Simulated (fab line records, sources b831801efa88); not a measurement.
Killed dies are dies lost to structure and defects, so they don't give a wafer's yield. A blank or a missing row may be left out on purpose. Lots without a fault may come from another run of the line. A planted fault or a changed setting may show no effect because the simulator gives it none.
fab line records | flow sky130
record lots=7 wafers=21 last_day=50
route steps=708 shown GATE_OXIDE@197 POLY_GATE@204 RES_PROTECT@206 PAD_OPEN@708
lots that met no fault: from a run of the same line without faults
start_h: hours from the record's first day to the start of the lot's first wafer shown | wait_h: hours since the lot's step before | " the same as in the row above | L1.1+2: a row that stands for several wafers | - no value, or no start given | * or withheld: withheld | < > ~ a bound
route shown NAME@n: a module of which the file shows steps, and the number in the route of the first | usual: mean/standard deviation of fault-free wafers | same: alike in all rows | chamber/n: place in a boat | sites: the reading at each site | _std_site: their standard deviation | _edge_site: outer sites' mean less inner sites' | radius_mm: how far each site lies from the wafer's centre | mask NAME#n: copy n | behind: the tool/chamber that last shaped the wafer | hold: why the lot was held/for how many hours/how that ended | device: the transistor (n, p or np) that didn't switch | end of line: the same wafers' tests at the end of the route | a step without rows: its recipe alone | killed: dies lost to structure and defects at the first sort, not the wafer's yield | map: a wafer's dies, x killed, . not, _ none there
set.NAME: the setting as run; set.NAME@STEP: as run at that earlier step | model.NAME: the simulator's own value behind a step, which no gauge read
lots at some steps of the route; a table a step, a row a wafer
services: from which hour (start_h, from the record's first day; less than 0 if before it) a tool's chamber was out of use, for how many hours, and why
## steps
# step SKY_GATE_OXIDE_OVL_MEAS_10
# usual GATE_OXIDE_OVL=-0.5/1.2
# columns lot.wafer tool chamber start_h wait_h GATE_OXIDE_OVL[nm]
L284.1 overlay-02 - 312.06 0.1 -1.2
L284.3 " - " " -0.7
L284.4 " - " " -2.5
L286.1 overlay-02 - 340.81 0.1 -0.2
L286.5 " - " " -1.6
L286.6 " - " " 1.5
L296.2 overlay-01 - 410.61 0.1 0.0
L296.4 " - " " 0.7
L296.5 " - " " 0.0
L302.2 overlay-02 - 468.03 0.1 -1.4
L302.3 " - " " -0.9
L302.6 " - " " -1.5
L303.2 overlay-02 - 474.98 0.1 -1.9
L303.3 " - " " -3.4
L303.6 " - " " -1.6
L304.1 overlay-02 - 480.87 0.1 0.4
L304.4 " - " " 0.0
L304.6 " - " " 0.0
L305.2 overlay-01 - 482.57 0.1 -0.9
L305.4 " - " " -1.6
L305.6 " - " " -1.4
# step SKY_GATE_OXIDE_IMPLANT_11
# recipe species=B energy_kev=10 dose_cm2=2.543e+12 tilt_deg=withheld
# step SKY_GATE_OXIDE_WET_ETCH_12
# recipe chemistry=dHF target_depth_nm=16.8 dry=n2_spin target=SiO2 dilution=100:1 temp_c=25 time_s=336
# step SKY_GATE_OXIDE_STRIP_13
# recipe chemistry=O2/N2 power_w=1400 pressure_mtorr=1500 platen_temp_c=withheld o2_flow_sccm=3000 n2_flow_sccm=300 overash_fraction=0.5
# usual drypump_motor_current_A=5.8/0.48 o2_flow_sccm=2999/8.7 oes_product_au=0.715/0.0047 strip_time_to_endpoint_s=14.19/0.034
# columns lot.wafer tool chamber start_h wait_h drypump_motor_current_A o2_flow_sccm oes_product_au rf_hours_counter_h strip_time_to_endpoint_s
L284.1 plasma_asher-03 1 312.35 0.0 6.2 3012 0.713 20 14.18
L284.3 " 1 " " 6.2 3016 0.704 - 14.19
L284.4 " 0 " " 6.0 3010 0.715 - 14.19
L286.1 plasma_asher-02 1 341.11 0.0 5.6 3000 0.718 55 14.19
L286.5 " 1 " " 5.6 2999 0.713 - 14.19
L286.6 " 0 " " 5.0 2994 0.720 - 14.21
L296.2 plasma_asher-03 1 410.89 0.0 6.2 3001 0.717 30 14.22
L296.4 " 1 " " 6.2 2997 0.709 - 14.19
L296.5 " 0 " " 6.0 3002 0.718 - 14.14
L302.2 plasma_asher-01 1 468.31 0.0 5.4 2990 0.719 76 14.21
L302.3 " 0 " " 6.3 3010 0.719 - 14.21
L302.6 " 1 " " 5.4 2998 0.716 - 14.19
L303.2 plasma_asher-03 0 475.26 0.0 6.0 3016 0.723 36 14.09
L303.3 " 0 " " 6.1 2998 0.711 - 14.13
L303.6 " 1 " " 6.2 3001 0.710 - 14.13
L304.1 plasma_asher-02 0 481.17 0.0 5.0 2997 0.711 70 14.21
L304.4 " 1 " " 5.6 3002 0.716 - 14.17
L304.6 " 1 " " 5.6 3019 0.708 - 14.15
L305.2 plasma_asher-02 0 482.86 0.0 5.0 3004 0.717 70 14.20
L305.4 " 0 " " 5.0 2993 0.714 - 14.21
L305.6 " 1 " " 5.6 2982 0.717 - 14.19
# step SKY_GATE_OXIDE_TW_MEAS_14
# usual GATE_OXIDE_TW=222.1/1.7
# columns lot.wafer tool chamber start_h wait_h GATE_OXIDE_TW
L284.1 film_metro-02 - 312.45 0.1 222.7
L284.3 " - " " 221.2
L284.4 " - " " 221.5
L286.1 film_metro-04 - 341.21 0.1 220.0
L286.5 " - " " 218.2
L286.6 " - " " 218.1
L296.2 film_metro-02 - 411.00 0.1 222.8
L296.4 " - " " 220.2
L296.5 " - " " 223.1
L302.2 film_metro-01 - 468.42 0.1 223.4
L302.3 " - " " 222.9
L302.6 " - " " 221.9
L303.2 film_metro-01 - 475.37 0.1 222.5
L303.3 " - " " 222.4
L303.6 " - " " 223.6
L304.1 film_metro-04 - 481.27 0.1 221.1
L304.4 " - " " 221.1
L304.6 " - " " 220.5
L305.2 film_metro-02 - 482.97 0.1 222.5
L305.4 " - " " 223.4
L305.6 " - " " 222.3
# step SKY_GATE_OXIDE_CLEAN_15
# recipe chemistry=SC1/SC2 mix=1:4:20 temp_c=70 time_s=150 dry=n2_spin
# step SKY_GATE_OXIDE_OXIDATION_16
# recipe temp_c=807.6 ambient=O2 idle_temp_c=700 ramp_up_c_per_min=10 ramp_down_c_per_min=3 stabilise_s=600 purge_s=300 target_thk_a=35.7 ox_time_s=1915
# step SKY_POLY_GATE_CVD_00
# recipe material=poly-Si target_thk_nm=180 temp_c=620 time_s=720 pressure_mtorr=200
# step SKY_POLY_GATE_THK_MEAS_01
# recipe reads=poly-Si_of_POLY_GATE_CVD_00
# usual POLY_GATE_CVD_00_THK=179.9/1.5
# columns lot.wafer tool chamber start_h wait_h POLY_GATE_CVD_00_THK[nm]
L284.1 film_metro-03 - 315.59 0.0 178.5
L284.3 " - " " 179.0
L284.4 " - " " 179.5
L286.1 film_metro-01 - 344.06 0.0 180.2
L286.5 " - " " 179.9
L286.6 " - " " 181.0
L296.2 film_metro-01 - 415.34 0.0 177.1
L296.4 " - " " 178.7
L296.5 " - " " 178.7
L302.2 film_metro-01 - 472.08 0.0 180.3
L302.3 " - " " 180.2
L302.6 " - " " 179.3
L303.2 film_metro-03 - 478.22 0.0 181.0
L303.3 " - " " 181.7
L303.6 " - " " 181.1
L304.1 film_metro-01 - 484.11 0.0 181.3
L304.4 " - " " 181.8
L304.6 " - " " 182.3
L305.2 film_metro-02 - 485.82 0.0 179.6
L305.4 " - " " 180.3
L305.6 " - " " 180.3
# step SKY_RES_PROTECT_DEHYDRATE_00
# recipe temp_c=200 time_s=60
# step SKY_RES_PROTECT_HMDS_01
# recipe prime_time_s=60 prime_temp_c=120
# step SKY_RES_PROTECT_COAT_02
# recipe resist=NOVOLAK spin_rpm=3000 resist_thk_nm=1140
# step SKY_RES_PROTECT_SOFTBAKE_03
# recipe temp_c=90 time_s=60 resist=NOVOLAK
# usual heater_power_total_W=56.60/0.046 run_length_s=88.97/0.15
# columns lot.wafer tool chamber start_h wait_h heater_power_total_W run_length_s
L284.1 litho_track-02 0 329.06 0.1 56.67 88.80
L284.3 " 0 " " 56.67 88.66
L284.4 " 0 " " 56.61 88.71
L286.1 litho_track-02 0 357.66 0.1 56.63 88.72
L286.5 " 0 " " 56.58 88.90
L286.6 " 0 " " 56.66 88.72
L296.2 litho_track-03 0 430.25 0.1 56.58 89.16
L296.4 " 0 " " 56.62 88.90
L296.5 " 0 " " 56.60 89.05
L302.2 litho_track-03 0 487.35 0.1 67.31 64.01
L302.3 " 0 " " 67.34 63.95
L302.6 " 0 " " 67.46 64.05
L303.2 litho_track-03 0 493.80 0.1 67.24 64.08
L303.3 " 0 " " 67.35 64.02
L303.6 " 0 " " 67.41 63.84
L304.1 litho_track-03 0 499.48 0.1 67.43 64.02
L304.4 " 0 " " 67.35 63.98
L304.6 " 0 " " 67.49 63.90
L305.2 litho_track-01 0 501.18 0.1 56.57 89.06
L305.4 " 0 " " 56.60 89.09
L305.6 " 0 " " 56.63 88.93
# step SKY_RES_PROTECT_EXPOSE_04
# recipe mask_id=RPM na=0.6 source_shape=conventional sigma_outer=0.6 polarization=unpolarized target_cd_nm=1270 dose_mj=131
# step SKY_RES_PROTECT_PEB_05
# recipe temp_c=withheld time_s=* resist=NOVOLAK
# step SKY_RES_PROTECT_DEVELOP_06
# recipe resist=NOVOLAK developer=TMAH develop_time_s=60 dev_temp_c=23
# columns lot.wafer tool chamber start_h wait_h model.NOVOLAK_of_RES_PROTECT_COAT_02.thk_nm
L284.1+3 litho_track-01 0 342.10 0.1 1141
L284.4 " 0 " " 1140
L286.1 litho_track-03 0 370.93 0.1 1143
L286.5+6 " 0 " " 1144
L296.2 litho_track-02 0 445.49 0.1 1139
L296.4 " 0 " " 1138
L296.5 " 0 " " 1142
L302.2+6 litho_track-01 0 502.38 0.1 1145
L302.3 " 0 " " 1150
L303.2 litho_track-03 0 508.80 0.1 1149
L303.3 " 0 " " 1154
L303.6 " 0 " " 1152
L304.1 litho_track-01 0 514.20 0.1 1152
L304.4 " 0 " " 1147
L304.6 " 0 " " 1150
L305.2 litho_track-03 0 515.95 0.1 1141
L305.4+6 " 0 " " 1140
# step SKY_POLY_GATE_IMPLANT_02
# recipe species=P energy_kev=30 dose_cm2=7.7e+15 tilt_deg=0
# step SKY_PAD_OPEN_PROBE_99
# usual killed_at_M0_to_M3=43/7.2 killed_at_M4_up=3.3/2 killed_at_contacts=25/5.8 killed_at_front_end=15/4.5 killed_at_other=0.3/0.62 killed_dies=86/9.4 killed_open=47/7.1 killed_short=39/6
# same gross_dies=492 killed_at_back_side=0
# columns lot.wafer tool chamber start_h wait_h killed_at_M0_to_M3 killed_at_M4_up killed_at_contacts killed_at_front_end killed_at_other killed_dies killed_open killed_short
L284.1 prober-02 - 1077.00 0.1 48 3 22 8 0 81 39 42
L284.3 prober-02 - 1077.10 0.2 33 3 25 11 0 72 32 40
L284.4 prober-02 - 1077.15 0.2 44 1 22 10 0 77 49 28
L286.1 prober-02 - 1101.26 0.1 47 4 27 12 2 92 42 49
L286.5 prober-02 - 1101.46 0.2 37 3 22 9 1 72 38 34
L286.6 prober-02 - 1101.51 0.2 44 7 32 18 0 101 59 41
L296.2 prober-02 - 1147.71 0.1 48 4 32 8 2 94 48 46
L296.4 prober-02 - 1147.81 0.2 51 4 28 14 0 97 49 48
L296.5 prober-02 - 1147.86 0.2 60 2 28 12 0 102 55 47
L302.2 prober-02 - 1183.16 0.1 41 2 26 13 0 82 50 31
L302.3 prober-02 - 1183.21 0.2 30 2 19 14 0 65 32 33
L302.6 prober-02 - 1183.36 0.2 29 3 36 10 0 78 44 33
L303.2 prober-01 - 1184.69 0.1 35 5 30 17 0 87 44 43
L303.3 prober-01 - 1184.74 0.2 33 4 20 11 0 68 39 29
L303.6 prober-01 - 1184.89 0.2 39 0 16 20 1 76 46 30
L304.1 prober-02 - 1189.89 0.1 62 2 32 14 0 110 63 46
L304.4 prober-02 - 1190.04 0.2 48 6 32 10 2 98 55 42
L304.6 prober-02 - 1190.14 0.2 53 4 28 18 0 103 65 38
L305.2 prober-01 - 1192.38 0.1 44 5 30 17 0 96 45 51
L305.4 prober-01 - 1192.48 0.2 42 3 25 25 0 95 54 41
L305.6 prober-01 - 1192.58 0.2 39 3 24 20 0 86 50 36
# killed by level:class
L284.1 LI_CONTACT:geometric_particle:open=8 METAL1:geometric_particle:short=8 VIA3:geometric_particle:open=7 VIA1:geometric_particle:open=7 METAL2:geometric_particle:short=7 VIA2:geometric_particle:open=5 CONTACT:geometric_particle:open=4 VIA1:geometric_particle:short=4
L284.3 CONTACT:geometric_particle:open=10 VIA1:geometric_particle:open=8 LOCAL_INTERCONNECT:geometric_particle:short=6 METAL2:geometric_particle:short=6 LI_CONTACT:geometric_particle:open=4 VIA3:geometric_particle:open=4 METAL1:geometric_particle:short=4 VIA2:geometric_particle:short=4
L284.4 VIA3:geometric_particle:open=11 VIA1:geometric_particle:open=10 LI_CONTACT:geometric_particle:open=7 LOCAL_INTERCONNECT:geometric_particle:short=6 VIA2:geometric_particle:open=6 CONTACT:geometric_particle:open=5 VIA1:geometric_particle:short=5 METAL2:geometric_particle:short=5
L286.1 VIA1:geometric_particle:short=8 CONTACT:geometric_particle:open=8 VIA1:geometric_particle:open=8 METAL1:geometric_particle:short=7 CONTACT:geometric_particle:short=6 VIA3:geometric_particle:short=5 LI_CONTACT:geometric_particle:short=5 LI_CONTACT:geometric_particle:open=5
L286.5 VIA1:geometric_particle:open=9 CONTACT:geometric_particle:short=8 CONTACT:geometric_particle:open=7 VIA2:geometric_particle:open=6 LI_CONTACT:geometric_particle:open=5 METAL1:geometric_particle:short=5 POLY_GATE:geometric_particle:short=4 POLY_GATE:geometric_particle:open=3
L286.6 VIA1:geometric_particle:open=12 CONTACT:geometric_particle:open=11 CONTACT:geometric_particle:short=9 VIA2:geometric_particle:open=8 LI_CONTACT:geometric_particle:open=8 POLY_GATE:geometric_particle:short=5 POLY_GATE:geometric_particle:open=4 VIA3:geometric_particle:short=4
L296.2 CONTACT:geometric_particle:open=12 VIA1:geometric_particle:open=12 VIA1:geometric_particle:short=10 LI_CONTACT:geometric_particle:open=9 METAL2:geometric_particle:short=9 LI_CONTACT:geometric_particle:short=5 POLY_GATE:geometric_particle:short=4 LOCAL_INTERCONNECT:geometric_particle:short=4
L296.4 VIA1:geometric_particle:open=13 CONTACT:geometric_particle:open=9 LI_CONTACT:geometric_particle:open=8 METAL2:geometric_particle:short=7 VIA2:geometric_particle:short=6 LOCAL_INTERCONNECT:geometric_particle:short=6 VIA2:geometric_particle:open=6 METAL1:geometric_particle:short=5
L296.5 VIA3:geometric_particle:open=11 VIA1:geometric_particle:open=11 METAL2:geometric_particle:short=11 CONTACT:geometric_particle:open=8 VIA2:geometric_particle:open=8 LI_CONTACT:geometric_particle:open=7 METAL1:geometric_particle:short=7 POLY_GATE:geometric_particle:short=6
L302.2 LI_CONTACT:geometric_particle:open=9 VIA1:geometric_particle:open=8 VIA2:geometric_particle:short=8 CONTACT:geometric_particle:open=7 VIA2:geometric_particle:open=7 POLY_GATE:geometric_particle:open=5 LOCAL_INTERCONNECT:geometric_particle:short=5 FIELD_ISO:geometric_particle:open=4
L302.3 POLY_GATE:geometric_particle:short=6 LOCAL_INTERCONNECT:geometric_particle:short=6 VIA2:geometric_particle:open=6 POLY_GATE:geometric_particle:open=5 CONTACT:geometric_particle:open=5 LI_CONTACT:geometric_particle:open=5 METAL2:geometric_particle:short=5 VIA1:geometric_particle:open=4
L302.6 LI_CONTACT:geometric_particle:open=10 CONTACT:geometric_particle:open=9 LI_CONTACT:geometric_particle:short=7 CONTACT:geometric_particle:short=7 VIA3:geometric_particle:open=7 VIA1:geometric_particle:open=6 VIA2:geometric_particle:open=5 LOCAL_INTERCONNECT:geometric_particle:short=3
L303.2 CONTACT:geometric_particle:open=11 POLY_GATE:geometric_particle:short=7 VIA1:geometric_particle:open=7 LI_CONTACT:geometric_particle:open=6 METAL2:geometric_particle:short=6 FIELD_ISO:geometric_particle:short=5 VIA1:geometric_particle:short=5 VIA2:geometric_particle:open=5
L303.3 CONTACT:geometric_particle:open=8 VIA1:geometric_particle:open=8 FIELD_ISO:geometric_particle:short=6 LI_CONTACT:geometric_particle:open=5 VIA3:geometric_particle:open=5 POLY_GATE:geometric_particle:open=4 VIA3:geometric_particle:short=4 METAL2:geometric_particle:short=4
L303.6 VIA1:geometric_particle:open=9 LI_CONTACT:geometric_particle:open=6 FIELD_ISO:geometric_particle:open=5 METAL1:geometric_particle:short=5 METAL2:geometric_particle:short=5 VIA3:geometric_particle:open=5 FIELD_ISO:geometric_particle:short=4 POLY_GATE:geometric_particle:open=4
L304.1 VIA1:geometric_particle:open=15 VIA3:geometric_particle:open=13 CONTACT:geometric_particle:open=12 METAL1:geometric_particle:short=8 LI_CONTACT:geometric_particle:open=8 VIA1:geometric_particle:short=7 FIELD_ISO:geometric_particle:short=6 LOCAL_INTERCONNECT:geometric_particle:short=5
L304.4 VIA1:geometric_particle:open=15 LI_CONTACT:geometric_particle:open=10 CONTACT:geometric_particle:open=8 VIA1:geometric_particle:short=8 CONTACT:geometric_particle:short=5 VIA3:geometric_particle:open=5 VIA2:geometric_particle:open=5 METAL4:geometric_particle:short=5
L304.6 VIA1:geometric_particle:open=18 CONTACT:geometric_particle:open=10 VIA3:geometric_particle:open=10 VIA2:geometric_particle:open=8 CONTACT:geometric_particle:short=7 POLY_GATE:geometric_particle:short=6 FIELD_ISO:geometric_particle:open=5 POLY_GATE:geometric_particle:open=4
L305.2 CONTACT:geometric_particle:open=10 LI_CONTACT:geometric_particle:open=8 VIA1:geometric_particle:open=7 CONTACT:geometric_particle:short=6 METAL3:geometric_particle:short=6 METAL1:geometric_particle:short=6 METAL4:geometric_particle:short=5 METAL2:geometric_particle:short=5
L305.4 LI_CONTACT:geometric_particle:open=12 VIA1:geometric_particle:open=12 POLY_GATE:geometric_particle:open=7 METAL3:geometric_particle:short=7 METAL2:geometric_particle:short=7 CONTACT:geometric_particle:open=6 POLY_GATE:geometric_particle:short=5 VIA2:geometric_particle:open=5
L305.6 CONTACT:geometric_particle:open=11 VIA1:geometric_particle:open=10 METAL1:geometric_particle:short=6 LI_CONTACT:geometric_particle:open=6 VIA2:geometric_particle:open=6 METAL2:geometric_particle:short=5 POLY_GATE:geometric_particle:open=4 POLY_GATE:geometric_particle:short=4
## services
# columns tool chamber start_h hours kind
plasma_asher-01 - 292.88 4.0 repair
litho_track-02 - 310.48 - consumable_replace:filter
plasma_asher-03 - 327.24 2.8 pm
plasma_asher-01 - 335.88 2.8 pm
plasma_asher-01 - 363.35 2.0 repair
litho_track-02 - 412.28 - consumable_replace:filter
litho_track-01 - 416.01 - consumable_replace:filter
plasma_asher-03 - 416.10 1.1 repair
plasma_asher-03 - 421.02 1.7 repair
## key
first_sign step=SKY_RES_PROTECT_SOFTBAKE_03 reading=heater_power_total_W direction=up sigmas=99+ usual=* struck=*
effect step=SKY_RES_PROTECT_SOFTBAKE_03 reading=run_length_s direction=down sigmas=99+ usual=* struck=*
model_effect step=SKY_RES_PROTECT_DEVELOP_06 value=NOVOLAK_of_RES_PROTECT_COAT_02.thk_nm without=1136 struck=1149
met_at SKY_RES_PROTECT_SOFTBAKE_03
struck_wafers L302.2,L302.3,L302.6,L303.2,L303.3,L303.6,L304.1,L304.4,L304.6
tester_left_out L302,L303,L304
onset_between 430.25 487.35
fault kind=process_parameter_drift tool=litho_track-03 chamber=- onset_h=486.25 steps=SKY_RES_PROTECT_SOFTBAKE_03 channel=time_s offset=* shape=step end_h=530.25 acts_in=* stated=*
# tester_left_out: of these lots the tester's yield and bins aren't shown, on N5 and GAA mostly nor the transistor test; their killed dies are dies lost to structure and defects alone, not to doping, threshold or leakage, so they don't give the yield
